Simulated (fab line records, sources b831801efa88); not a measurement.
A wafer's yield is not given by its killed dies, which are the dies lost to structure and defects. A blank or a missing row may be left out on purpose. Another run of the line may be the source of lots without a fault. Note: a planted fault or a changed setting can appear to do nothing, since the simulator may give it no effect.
fab line records / flow sky130 / part 2 of 2: steps 31 to 39 of 39
record: lots: 5 wafers: 15 last-day: 50
route steps=708 shown VIA4@644 METAL5@661 PASSIVATION@681
lots that met no fault: from a run of the same line without faults
start-h: hours from the record's opening day to when the first of the lot's shown wafers began / wait-h: hours since the lot's step before / " the same as in the row above / L1.1+2: one row covering several wafers at once / - no value present, or no start provided / * or withheld: withheld / < > ~ a bound
route shown NAME@n: names a module that has steps shown in the file, with the first one's number in the route / usual: average and standard deviation across the fault-free wafers / same: alike in all rows / chamber/n: place in a boat / sites: the reading at each site / _std_site: standard deviation across them / _edge_site: inner sites' mean taken away from outer sites' mean / radius-mm: how far each site lies from the wafer's centre / mask NAME#n: copy n / behind: the last tool/chamber to shape the wafer / hold: why the lot was held/for how many hours/how that ended / device: transistor that didn't switch, given as n, p or np / end of line: at the end of the route, the tests of the same wafers / a step with no rows: only its recipe / killed: dies that structure and defects cost at the first sort, which is not the same as the wafer's yield / map: per-die view of a wafer (x killed, . not killed, _ where there is no die)
set.NAME: the setting the step ran with; set.NAME@STEP: the setting that earlier step ran with / model.NAME: the simulator's own value behind a step, which no gauge read
lots at selected steps of the route; one table per step, one row per wafer
services: when a tool's chamber went out of use (start-h, in hours from the record's first day, below 0 if earlier), for how many hours, and the reason
== steps ==
step: SKY_METAL5_DEVELOP_13
recipe: resist: NOVOLAK developer: TMAH develop-time-s: 60 dev-temp-c: 23
same: develop-time-s: 60
lot.wafer=L083.2+4+5 tool=litho-track-03 chamber=0 start-h=1086.62 wait-h=0.1
lot.wafer=L087.2+3+4 tool=litho-track-02 chamber=0 start-h=1118.28 wait-h=0.1
lot.wafer=L095.2+3+6 tool=litho-track-03 chamber=0 start-h=1155.02 wait-h=0.1
lot.wafer=L096.3+4+6 tool=litho-track-04 chamber=0 start-h=1159.51 wait-h=0.1
lot.wafer=L097.1+2+4 tool=litho-track-02 chamber=0 start-h=1162.96 wait-h=0.1
step: SKY_METAL5_DESCUM_14
recipe: chemistry: O2 source-power-w: 150 bias-power-w: 0 pressure-mtorr: 10 temp-c: 40 time-s: 11
usual: drypump-motor-current-A: 5.6/0.36 oes-product-au: 0.999/0.015 rf-fwd-power-W: 147.4/0.71
lot.wafer=L083.2 tool=rie-metal-03 chamber=0 start-h=1086.74 wait-h=0.1 drypump-motor-current-A=5.5 oes-product-au=0.977 rf-fwd-power-W=145.8 rf-hours-counter-h=12
lot.wafer=L083.4 tool=rie-metal-03 chamber=1 start-h=1086.74 wait-h=0.1 drypump-motor-current-A=5.3 oes-product-au=1.007 rf-fwd-power-W=148.1 rf-hours-counter-h=-
lot.wafer=L083.5 tool=rie-metal-03 chamber=0 start-h=1086.74 wait-h=0.1 drypump-motor-current-A=5.5 oes-product-au=0.990 rf-fwd-power-W=145.7 rf-hours-counter-h=-
lot.wafer=L087.2 tool=rie-metal-02 chamber=0 start-h=1118.41 wait-h=0.1 drypump-motor-current-A=5.8 oes-product-au=0.989 rf-fwd-power-W=147.1 rf-hours-counter-h=6
lot.wafer=L087.3 tool=rie-metal-02 chamber=0 start-h=1118.41 wait-h=0.1 drypump-motor-current-A=5.8 oes-product-au=0.985 rf-fwd-power-W=147.6 rf-hours-counter-h=-
lot.wafer=L087.4 tool=rie-metal-02 chamber=1 start-h=1118.41 wait-h=0.1 drypump-motor-current-A=5.7 oes-product-au=1.002 rf-fwd-power-W=147.3 rf-hours-counter-h=-
lot.wafer=L095.2 tool=rie-metal-02 chamber=1 start-h=1155.16 wait-h=0.1 drypump-motor-current-A=5.7 oes-product-au=1.005 rf-fwd-power-W=148.2 rf-hours-counter-h=-
lot.wafer=L095.3 tool=rie-metal-02 chamber=1 start-h=1155.16 wait-h=0.1 drypump-motor-current-A=5.7 oes-product-au=1.012 rf-fwd-power-W=146.9 rf-hours-counter-h=-
lot.wafer=L095.6 tool=rie-metal-02 chamber=1 start-h=1155.16 wait-h=0.1 drypump-motor-current-A=5.7 oes-product-au=1.003 rf-fwd-power-W=147.1 rf-hours-counter-h=-
lot.wafer=L096.3 tool=rie-metal-02 chamber=1 start-h=1159.63 wait-h=0.1 drypump-motor-current-A=5.7 oes-product-au=0.998 rf-fwd-power-W=148.1 rf-hours-counter-h=-
lot.wafer=L096.4 tool=rie-metal-02 chamber=1 start-h=1159.63 wait-h=0.1 drypump-motor-current-A=5.7 oes-product-au=0.997 rf-fwd-power-W=148.4 rf-hours-counter-h=-
lot.wafer=L096.6 tool=rie-metal-02 chamber=1 start-h=1159.63 wait-h=0.1 drypump-motor-current-A=5.7 oes-product-au=1.003 rf-fwd-power-W=148.1 rf-hours-counter-h=-
lot.wafer=L097.1 tool=rie-metal-03 chamber=1 start-h=1163.11 wait-h=0.1 drypump-motor-current-A=5.3 oes-product-au=1.023 rf-fwd-power-W=148.0 rf-hours-counter-h=7
lot.wafer=L097.2 tool=rie-metal-03 chamber=0 start-h=1163.11 wait-h=0.1 drypump-motor-current-A=5.5 oes-product-au=0.978 rf-fwd-power-W=145.3 rf-hours-counter-h=19
lot.wafer=L097.4 tool=rie-metal-03 chamber=0 start-h=1163.11 wait-h=0.1 drypump-motor-current-A=5.5 oes-product-au=0.977 rf-fwd-power-W=146.8 rf-hours-counter-h=-
step: SKY_METAL5_METAL_ETCH_15
recipe: target-depth-a: 12600 stop-on: SiO2 over-etch-frac: 0.2 time-s: 252 chemistry: Cl2/BCl3 resist-sidewall-deg: 86 pressure-mtorr: 10 icp-w: 900 bias-w: 48.5 Cl2_flow_sccm: 60 bcl3-flow-sccm: 30
usual: drypump-motor-current-A: 5.6/0.36 oes-product-au: 0.894/0.0049 rf-fwd-power-W: 897.8/2.6 throttle-valve-pct: 22.264/0.0093
lot.wafer=L083.2 tool=rie-metal-03 chamber=0 start-h=1086.78 wait-h=0.0 drypump-motor-current-A=5.5 oes-product-au=0.896 rf-fwd-power-W=895.5 rf-hours-counter-h=12 throttle-valve-pct=22.261
lot.wafer=L083.4 tool=rie-metal-03 chamber=1 start-h=1086.78 wait-h=0.0 drypump-motor-current-A=5.3 oes-product-au=0.898 rf-fwd-power-W=899.7 rf-hours-counter-h=- throttle-valve-pct=22.248
lot.wafer=L083.5 tool=rie-metal-03 chamber=0 start-h=1086.78 wait-h=0.0 drypump-motor-current-A=5.5 oes-product-au=0.897 rf-fwd-power-W=899.2 rf-hours-counter-h=- throttle-valve-pct=22.266
lot.wafer=L087.2 tool=rie-metal-02 chamber=0 start-h=1118.44 wait-h=0.0 drypump-motor-current-A=5.8 oes-product-au=0.898 rf-fwd-power-W=894.7 rf-hours-counter-h=6 throttle-valve-pct=22.261
lot.wafer=L087.3 tool=rie-metal-02 chamber=0 start-h=1118.44 wait-h=0.0 drypump-motor-current-A=5.8 oes-product-au=0.892 rf-fwd-power-W=902.1 rf-hours-counter-h=- throttle-valve-pct=22.249
lot.wafer=L087.4 tool=rie-metal-02 chamber=1 start-h=1118.44 wait-h=0.0 drypump-motor-current-A=5.7 oes-product-au=0.899 rf-fwd-power-W=898.4 rf-hours-counter-h=- throttle-valve-pct=22.256
lot.wafer=L095.2 tool=rie-metal-02 chamber=1 start-h=1155.29 wait-h=0.1 drypump-motor-current-A=5.7 oes-product-au=0.894 rf-fwd-power-W=898.9 rf-hours-counter-h=- throttle-valve-pct=22.278
lot.wafer=L095.3 tool=rie-metal-02 chamber=1 start-h=1155.29 wait-h=0.1 drypump-motor-current-A=5.7 oes-product-au=0.893 rf-fwd-power-W=897.4 rf-hours-counter-h=- throttle-valve-pct=22.250
lot.wafer=L095.6 tool=rie-metal-02 chamber=1 start-h=1155.29 wait-h=0.1 drypump-motor-current-A=5.7 oes-product-au=0.904 rf-fwd-power-W=899.4 rf-hours-counter-h=- throttle-valve-pct=22.265
lot.wafer=L096.3 tool=rie-metal-02 chamber=1 start-h=1159.83 wait-h=0.2 drypump-motor-current-A=5.7 oes-product-au=0.888 rf-fwd-power-W=894.3 rf-hours-counter-h=- throttle-valve-pct=22.264
lot.wafer=L096.4 tool=rie-metal-02 chamber=1 start-h=1159.83 wait-h=0.2 drypump-motor-current-A=5.7 oes-product-au=0.898 rf-fwd-power-W=899.0 rf-hours-counter-h=- throttle-valve-pct=22.263
lot.wafer=L096.6 tool=rie-metal-02 chamber=1 start-h=1159.83 wait-h=0.2 drypump-motor-current-A=5.7 oes-product-au=0.904 rf-fwd-power-W=895.5 rf-hours-counter-h=- throttle-valve-pct=22.262
lot.wafer=L097.1 tool=rie-metal-03 chamber=1 start-h=1163.14 wait-h=0.0 drypump-motor-current-A=5.3 oes-product-au=0.887 rf-fwd-power-W=902.2 rf-hours-counter-h=7 throttle-valve-pct=22.261
lot.wafer=L097.2 tool=rie-metal-03 chamber=0 start-h=1163.14 wait-h=0.0 drypump-motor-current-A=5.5 oes-product-au=0.893 rf-fwd-power-W=891.7 rf-hours-counter-h=19 throttle-valve-pct=22.274
lot.wafer=L097.4 tool=rie-metal-03 chamber=0 start-h=1163.14 wait-h=0.0 drypump-motor-current-A=5.5 oes-product-au=0.895 rf-fwd-power-W=893.2 rf-hours-counter-h=- throttle-valve-pct=22.242
step: SKY_METAL5_STRIP_16
recipe: chemistry: O2/N2 power-w: 1400 pressure-mtorr: 1500 platen-temp-c: withheld o2-flow-sccm: 3000 n2-flow-sccm: 300 overash-fraction: 0.5
usual: drypump-motor-current-A: 6.0/0.62 oes-product-au: 0.710/0.0052 strip-time-to-endpoint-s: 13.07/0.19
lot.wafer=L083.2 tool=plasma-asher-04 chamber=0 start-h=1087.01 wait-h=0.2 drypump-motor-current-A=6.4 oes-product-au=0.708 rf-hours-counter-h=63 strip-time-to-endpoint-s=13.16
lot.wafer=L083.4 tool=plasma-asher-04 chamber=1 start-h=1087.01 wait-h=0.2 drypump-motor-current-A=6.5 oes-product-au=0.708 rf-hours-counter-h=- strip-time-to-endpoint-s=12.85
lot.wafer=L083.5 tool=plasma-asher-04 chamber=1 start-h=1087.01 wait-h=0.2 drypump-motor-current-A=6.5 oes-product-au=0.705 rf-hours-counter-h=- strip-time-to-endpoint-s=13.23
lot.wafer=L087.2 tool=plasma-asher-02 chamber=1 start-h=1118.68 wait-h=0.2 drypump-motor-current-A=4.9 oes-product-au=0.707 rf-hours-counter-h=98 strip-time-to-endpoint-s=13.38
lot.wafer=L087.3 tool=plasma-asher-02 chamber=1 start-h=1118.68 wait-h=0.2 drypump-motor-current-A=4.9 oes-product-au=0.706 rf-hours-counter-h=- strip-time-to-endpoint-s=13.23
lot.wafer=L087.4 tool=plasma-asher-02 chamber=0 start-h=1118.68 wait-h=0.2 drypump-motor-current-A=6.6 oes-product-au=0.700 rf-hours-counter-h=- strip-time-to-endpoint-s=13.16
lot.wafer=L095.2 tool=plasma-asher-03 chamber=0 start-h=1155.68 wait-h=0.3 drypump-motor-current-A=6.1 oes-product-au=0.712 rf-hours-counter-h=9 strip-time-to-endpoint-s=12.86
lot.wafer=L095.3 tool=plasma-asher-03 chamber=0 start-h=1155.68 wait-h=0.3 drypump-motor-current-A=6.1 oes-product-au=0.710 rf-hours-counter-h=- strip-time-to-endpoint-s=12.87
lot.wafer=L095.6 tool=plasma-asher-03 chamber=1 start-h=1155.68 wait-h=0.3 drypump-motor-current-A=6.3 oes-product-au=0.709 rf-hours-counter-h=- strip-time-to-endpoint-s=12.81
lot.wafer=L096.3 tool=plasma-asher-02 chamber=0 start-h=1160.18 wait-h=0.3 drypump-motor-current-A=6.6 oes-product-au=0.714 rf-hours-counter-h=- strip-time-to-endpoint-s=12.93
lot.wafer=L096.4 tool=plasma-asher-02 chamber=1 start-h=1160.18 wait-h=0.3 drypump-motor-current-A=4.9 oes-product-au=0.705 rf-hours-counter-h=- strip-time-to-endpoint-s=12.78
lot.wafer=L096.6 tool=plasma-asher-02 chamber=0 start-h=1160.18 wait-h=0.3 drypump-motor-current-A=6.6 oes-product-au=0.705 rf-hours-counter-h=- strip-time-to-endpoint-s=13.01
lot.wafer=L097.1 tool=plasma-asher-02 chamber=1 start-h=1163.38 wait-h=0.2 drypump-motor-current-A=4.8 oes-product-au=0.704 rf-hours-counter-h=103 strip-time-to-endpoint-s=12.90
lot.wafer=L097.2 tool=plasma-asher-02 chamber=0 start-h=1163.38 wait-h=0.2 drypump-motor-current-A=6.6 oes-product-au=0.711 rf-hours-counter-h=103 strip-time-to-endpoint-s=13.29
lot.wafer=L097.4 tool=plasma-asher-02 chamber=0 start-h=1163.38 wait-h=0.2 drypump-motor-current-A=6.5 oes-product-au=0.706 rf-hours-counter-h=- strip-time-to-endpoint-s=13.51
step: SKY_METAL5_STRIP_17
recipe: chemistry: post-etch-residue-remover time-s: 1200 temp-c: 72.5
lot.wafer=L083.2+4+5 tool=wet-bench-04 chamber=2 start-h=1087.11 wait-h=0.1
lot.wafer=L087.2+3+4 tool=wet-bench-03 chamber=2 start-h=1118.78 wait-h=0.1
lot.wafer=L095.2+3+6 tool=wet-bench-03 chamber=1 start-h=1155.78 wait-h=0.1
lot.wafer=L096.3+4+6 tool=wet-bench-02 chamber=0 start-h=1160.25 wait-h=0.0
lot.wafer=L097.1+2+4 tool=wet-bench-02 chamber=2 start-h=1163.48 wait-h=0.1
step: SKY_METAL5_CLEAN_18
recipe: chemistry: IPA time-s: 180 temp-c: 25
lot.wafer=L083.2+4+5 tool=wet-bench-02 chamber=1 start-h=1087.46 wait-h=0.0
lot.wafer=L087.2+3+4 tool=wet-bench-04 chamber=0 start-h=1119.12 wait-h=0.0
lot.wafer=L095.2+3+6 tool=wet-bench-03 chamber=1 start-h=1156.13 wait-h=0.0
lot.wafer=L096.3+4+6 tool=wet-bench-03 chamber=2 start-h=1160.62 wait-h=0.0
lot.wafer=L097.1+2+4 tool=wet-bench-04 chamber=0 start-h=1163.85 wait-h=0.0
step: SKY_METAL5_CLEAN_19
recipe: chemistry: O3/DIW dry: n2-spin
lot.wafer=L083.2+4+5 tool=wet-bench-04 chamber=3 start-h=1087.52 wait-h=0.0
lot.wafer=L087.2+3+4 tool=wet-bench-02 chamber=2 start-h=1119.18 wait-h=0.0
lot.wafer=L095.2+3+6 tool=wet-bench-02 chamber=3 start-h=1156.18 wait-h=0.0
lot.wafer=L096.3+4+6 tool=wet-bench-02 chamber=1 start-h=1160.68 wait-h=0.0
lot.wafer=L097.1+2+4 tool=wet-bench-03 chamber=1 start-h=1163.97 wait-h=0.0
step: SKY_PASSIVATION_CVD_00
recipe: material: SiO2 target-thk-nm: 90 temp-c: 400 time-s: withheld rf-w: 600
usual: heater-power-w: 670/110 rf-fwd-power-W: 588.2/3
lot.wafer=L083.2 tool=pecvd-04 chamber=0 start-h=1087.61 wait-h=0.0 heater-power-w=547 rf-fwd-power-W=589.6
lot.wafer=L083.4 tool=pecvd-04 chamber=1 start-h=1087.61 wait-h=0.0 heater-power-w=586 rf-fwd-power-W=588.2
lot.wafer=L083.5 tool=pecvd-04 chamber=0 start-h=1087.61 wait-h=0.0 heater-power-w=576 rf-fwd-power-W=590.2
lot.wafer=L087.2 tool=pecvd-01 chamber=1 start-h=1119.28 wait-h=0.0 heater-power-w=570 rf-fwd-power-W=584.7
lot.wafer=L087.3 tool=pecvd-01 chamber=0 start-h=1119.28 wait-h=0.0 heater-power-w=753 rf-fwd-power-W=585.4
lot.wafer=L087.4 tool=pecvd-01 chamber=2 start-h=1119.28 wait-h=0.0 heater-power-w=561 rf-fwd-power-W=588.5
lot.wafer=L095.2 tool=pecvd-03 chamber=1 start-h=1156.28 wait-h=0.0 heater-power-w=767 rf-fwd-power-W=586.2
lot.wafer=L095.3 tool=pecvd-03 chamber=0 start-h=1156.28 wait-h=0.0 heater-power-w=709 rf-fwd-power-W=591.2
lot.wafer=L095.6 tool=pecvd-03 chamber=2 start-h=1156.28 wait-h=0.0 heater-power-w=813 rf-fwd-power-W=588.9
lot.wafer=L096.3 tool=pecvd-03 chamber=2 start-h=1160.78 wait-h=0.0 heater-power-w=803 rf-fwd-power-W=591.9
lot.wafer=L096.4 tool=pecvd-03 chamber=2 start-h=1160.78 wait-h=0.0 heater-power-w=814 rf-fwd-power-W=591.1
lot.wafer=L096.6 tool=pecvd-03 chamber=0 start-h=1160.78 wait-h=0.0 heater-power-w=834 rf-fwd-power-W=587.8
lot.wafer=L097.1 tool=pecvd-03 chamber=2 start-h=1164.06 wait-h=0.0 heater-power-w=675 rf-fwd-power-W=589.8
lot.wafer=L097.2 tool=pecvd-03 chamber=0 start-h=1164.06 wait-h=0.0 heater-power-w=825 rf-fwd-power-W=593.6
lot.wafer=L097.4 tool=pecvd-03 chamber=2 start-h=1164.06 wait-h=0.0 heater-power-w=706 rf-fwd-power-W=590.5
step: SKY_PASSIVATION_THK_MEAS_01
recipe: reads: SiO2_of_PASSIVATION_CVD_00
usual: PASSIVATION_CVD_00_THK: 89.5/1.2
lot.wafer=L083.2 tool=film-metro-02 chamber=- start-h=1087.64 wait-h=- PASSIVATION_CVD_00_THK[nm]=89.5
lot.wafer=L083.4 tool=film-metro-02 chamber=- start-h=1087.64 wait-h=- PASSIVATION_CVD_00_THK[nm]=91.7
lot.wafer=L083.5 tool=film-metro-02 chamber=- start-h=1087.64 wait-h=- PASSIVATION_CVD_00_THK[nm]=89.4
lot.wafer=L087.2 tool=film-metro-04 chamber=- start-h=1119.31 wait-h=- PASSIVATION_CVD_00_THK[nm]=88.9
lot.wafer=L087.3 tool=film-metro-04 chamber=- start-h=1119.31 wait-h=- PASSIVATION_CVD_00_THK[nm]=89.7
lot.wafer=L087.4 tool=film-metro-04 chamber=- start-h=1119.31 wait-h=- PASSIVATION_CVD_00_THK[nm]=90.0
lot.wafer=L095.2 tool=film-metro-02 chamber=- start-h=1156.31 wait-h=- PASSIVATION_CVD_00_THK[nm]=88.3
lot.wafer=L095.3 tool=film-metro-02 chamber=- start-h=1156.31 wait-h=- PASSIVATION_CVD_00_THK[nm]=89.4
lot.wafer=L095.6 tool=film-metro-02 chamber=- start-h=1156.31 wait-h=- PASSIVATION_CVD_00_THK[nm]=89.1
lot.wafer=L096.3 tool=film-metro-01 chamber=- start-h=1160.82 wait-h=- PASSIVATION_CVD_00_THK[nm]=86.8
lot.wafer=L096.4 tool=film-metro-01 chamber=- start-h=1160.82 wait-h=- PASSIVATION_CVD_00_THK[nm]=89.0
lot.wafer=L096.6 tool=film-metro-01 chamber=- start-h=1160.82 wait-h=- PASSIVATION_CVD_00_THK[nm]=90.1
lot.wafer=L097.1 tool=film-metro-04 chamber=- start-h=1164.08 wait-h=- PASSIVATION_CVD_00_THK[nm]=89.1
lot.wafer=L097.2 tool=film-metro-04 chamber=- start-h=1164.08 wait-h=- PASSIVATION_CVD_00_THK[nm]=89.7
lot.wafer=L097.4 tool=film-metro-04 chamber=- start-h=1164.08 wait-h=- PASSIVATION_CVD_00_THK[nm]=90.7
== services ==
tool=pecvd-03 chamber=0 start-h=1033.24 hours=4.7 kind=repair
tool=iline-stepper-02 chamber=- start-h=1035.37 hours=1.7 kind=pm
tool=cvd-w-02 chamber=- start-h=1042.84 hours=2.8 kind=pm
tool=cmp-02 chamber=- start-h=1047.45 hours=14.5 kind=pm
tool=plasma-asher-03 chamber=- start-h=1055.25 hours=9.0 kind=pm
tool=rie-diel-01 chamber=2 start-h=1064.84 hours=2.6 kind=repair
tool=cmp-02 chamber=- start-h=1067.82 hours=2.6 kind=repair
tool=cmp-02 chamber=- start-h=1069.71 hours=0.6 kind=repair
tool=cmp-02 chamber=- start-h=1075.86 hours=2.3 kind=repair
tool=cmp-02 chamber=- start-h=1078.41 hours=1.6 kind=repair
tool=rie-metal-02 chamber=0 start-h=1082.62 hours=3.8 kind=repair
tool=cmp-02 chamber=- start-h=1084.13 hours=4.0 kind=pm
tool=rie-metal-03 chamber=1 start-h=1090.33 hours=21.4 kind=repair
tool=rie-diel-01 chamber=0 start-h=1095.51 hours=10.6 kind=repair
tool=rie-diel-01 chamber=1 start-h=1098.71 hours=19.6 kind=repair
tool=rie-metal-03 chamber=0 start-h=1099.41 hours=4.6 kind=repair
tool=iline-stepper-01 chamber=- start-h=1105.01 hours=8.1 kind=repair
tool=pecvd-03 chamber=- start-h=1109.92 hours=0.5 kind=repair
tool=pecvd-03 chamber=- start-h=1117.72 hours=2.1 kind=repair
tool=rie-metal-02 chamber=0 start-h=1139.08 hours=36.9 kind=repair
tool=rie-metal-02 chamber=- start-h=1146.90 hours=4.3 kind=pm
tool=pvd-sputter-04 chamber=- start-h=1147.56 hours=4.1 kind=repair
tool=rie-diel-01 chamber=- start-h=1163.30 hours=0.7 kind=repair
tool=iline-stepper-01 chamber=- start-h=1163.72 hours=2.1 kind=pm
